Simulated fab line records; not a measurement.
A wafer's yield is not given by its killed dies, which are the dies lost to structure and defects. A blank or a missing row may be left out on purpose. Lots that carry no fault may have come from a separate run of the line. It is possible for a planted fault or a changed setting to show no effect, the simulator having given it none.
The same fault as seen by 2 desks -- flow sky130 -- what lay behind the numbers comes last; until then each desk has only its own

## FROM THE METROLOGY DESK
Means of the sampled wafers that have a number, per lot and without regard to the tool the lot ran on: this is what the gauges read. If a lot's mean is further than 4 standard deviations from the usual mean, the lot is out of limits and carries the mark OUT (the distance appears in the brackets).
Columns: A = POLY_CUT_OVL at SKY_POLY_CUT_OVL_MEAS_09, usual 0 nm; B = SD_N_TW at SKY_SD_N_TW_MEAS_12, usual 4035; C = SD_N_RS at SKY_SD_N_RS_MEAS_16, usual 68.59 ohm/sq; D = LI_CONTACT_HDPCVD_THK at SKY_LI_CONTACT_THK_MEAS_01, usual 929 nm
lot,first seen here,A,B,C,D
L564,day 25 02:01,1,4014,68.48,927
L565,day 25 06:47,-2,3403 (-29) OUT,168.34 (+99 or more) OUT,925
L563,day 25 07:09,-2,3393 (-29) OUT,167.51 (+99 or more) OUT,921
L577,day 29 06:30,9,4031,68.78,931
L578,day 29 11:33,-2,4041,68.58,936
L579,day 29 21:55,10,4012,68.68,938
L580,day 30 06:38,-6,4073,68.60,925
L581,day 30 10:40,8,4043,68.54,918
L582,day 31 06:30,-7,4005,68.60,932
L583,day 31 23:44,-9,4023,68.65,941
This desk reports L563, L565 out of limits; the earliest was L565 at day 28 20:59 (SD_N_TW at SKY_SD_N_TW_MEAS_12). L564, L577, L578, L579, L580, L581, L582, L583 stayed within limits.

## TOOL OWNER'S DESK, implanter-03
SKY_SD_N_IMPLANT_09, tool's own readings: per-lot mean of the sampled wafers with a number, covering each lot this tool ran. If a lot's mean is further than 4 standard deviations from the usual mean, the lot is out of limits and carries the mark OUT (the distance appears in the brackets).
Columns: A = beam-on-s at SKY_SD_N_IMPLANT_09, usual 19.1 s; B = dose-ions-cm2 at SKY_SD_N_IMPLANT_09, usual 3.998e+15; C = end-station-pressure-torr at SKY_SD_N_IMPLANT_09, usual 1.27e-05 Torr; D = faraday-current-uA at SKY_SD_N_IMPLANT_09, usual 11536
lot,first seen here,A,B,C,D
L564,day 28 18:29,20.5,3.998e+15,1.22e-05,10748
L565,day 28 20:35,10.1 (-6.9) OUT,4.647e+14 (-99 or more) OUT,6.97e-06 (-5.7) OUT,2575 (-11) OUT
L563,day 28 22:26,10.1 (-6.9) OUT,4.603e+14 (-99 or more) OUT,7.07e-06 (-5.6) OUT,2587 (-11) OUT
L578,day 32 20:14,20.6,3.995e+15,1.18e-05,10666
This desk's verdict: out of limits on L563, L565, starting with L565 at day 28 20:35 (beam-on-s at SKY_SD_N_IMPLANT_09). L564, L578 stayed within limits.

## PUT TOGETHER
On L563, L565, at day 28 20:35, an alarm was possible from the tool owner's desk.
On L563, L565, the metrology desk was in a position to raise an alarm at day 28 20:59.
All the named lots went through SKY_SD_N_IMPLANT_09 on implanter-03.

## WHAT HAD BEEN PUT IN BY THE SIMULATOR
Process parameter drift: implanter-03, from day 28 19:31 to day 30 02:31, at SKY_SD_N_IMPLANT_09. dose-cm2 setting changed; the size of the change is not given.
Shown lots that were struck: L563, L565.
Delay (hours) between the fault's onset and each desk's first out-of-limits reading: 1 at the tool owner's desk, 1 at the metrology desk.
